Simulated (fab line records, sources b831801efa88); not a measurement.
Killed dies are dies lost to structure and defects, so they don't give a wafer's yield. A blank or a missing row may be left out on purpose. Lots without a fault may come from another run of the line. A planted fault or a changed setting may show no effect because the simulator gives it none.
Chamber matching | flow sky130 | SKY_FIELD_ISO_CVD_24 on hdpcvd-01: 3 sister chambers
The step deposits SiO2, target thk 595 nm, time 99.2 s. 16 wafers are shown with their chamber, then 8 later ones without.

WAFERS WITH THEIR CHAMBER
wafer  | chamber | susceptor_temp_C (C) | pressure_mtorr (mTorr)
L867.1 | 1       | 649.8                | 6.019
L867.3 | 0       | 650.2                | 6.017
L867.5 | 2       | 649.8                | 6.013
L869.2 | 1       | 650.2                | 6.009
L869.5 | 2       | 650.5                | 5.994
L869.6 | 0       | 649.8                | 6.007
L874.1 | 1       | 650.6                | 6.004
L874.2 | 2       | 650.4                | 6.010
L874.4 | 0       | 650.0                | 6.013
L883.2 | 1       | 650.2                | 5.984
L883.3 | 2       | 650.3                | 5.986
L883.5 | 0       | 649.6                | 5.995
L884.1 | 0       | 649.8                | 6.007
L884.2 | 2       | 650.5                | 6.018
L884.4 | 1       | 649.9                | 5.996
L885.1 | 0       | 650.5                | 6.020

SIGNATURES (means of the wafers above)
reading          | chamber 0 | chamber 1 | chamber 2 | scatter within a chamber
susceptor_temp_C | 649.983   | 650.140   | 650.300   | 0.311
pressure_mtorr   | 6.00983   | 6.00240   | 6.00420   | 0.0119
Rule: a wafer's distance from a chamber is the root of the sum, over the readings, of the square of ((its reading less the chamber's mean) divided by the reading's scatter). The wafer belongs to the nearest chamber; if the next one is less than 2 further off, it can't be placed. The scatter: the root of (the sum of the squares of (reading less its chamber's mean) over the shown wafers, divided by (wafers less chambers)).

WAFERS WITHOUT THEIR CHAMBER
wafer  | susceptor_temp_C (C) | pressure_mtorr (mTorr)
L885.3 | 650.2                | 6.003
L885.5 | 650.6                | 6.001
L887.1 | 650.4                | 6.001
L887.2 | 649.7                | 6.026
L887.5 | 649.9                | 6.004
L889.3 | 649.9                | 5.997
L889.5 | 650.2                | 5.995
L889.6 | 650.1                | 6.008

WHICH CHAMBER EACH WENT THROUGH
wafer  | from the rows above          | in truth
L885.3 | can't be placed: 1 or 2 or 0 | 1
L885.5 | can't be placed: 2 or 1 or 0 | 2
L887.1 | can't be placed: 2 or 1 or 0 | 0
L887.2 | can't be placed: 0 or 1 or 2 | 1
L887.5 | can't be placed: 0 or 1 or 2 | 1
L889.3 | can't be placed: 1 or 0 or 2 | 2
L889.5 | can't be placed: 1 or 2 or 0 | 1
L889.6 | can't be placed: 0 or 1 or 2 | 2
Placed correctly: 0 of 8. Can't be placed from these rows: 8 (the true chamber is among the candidates in 8). Placed wrongly: 0.
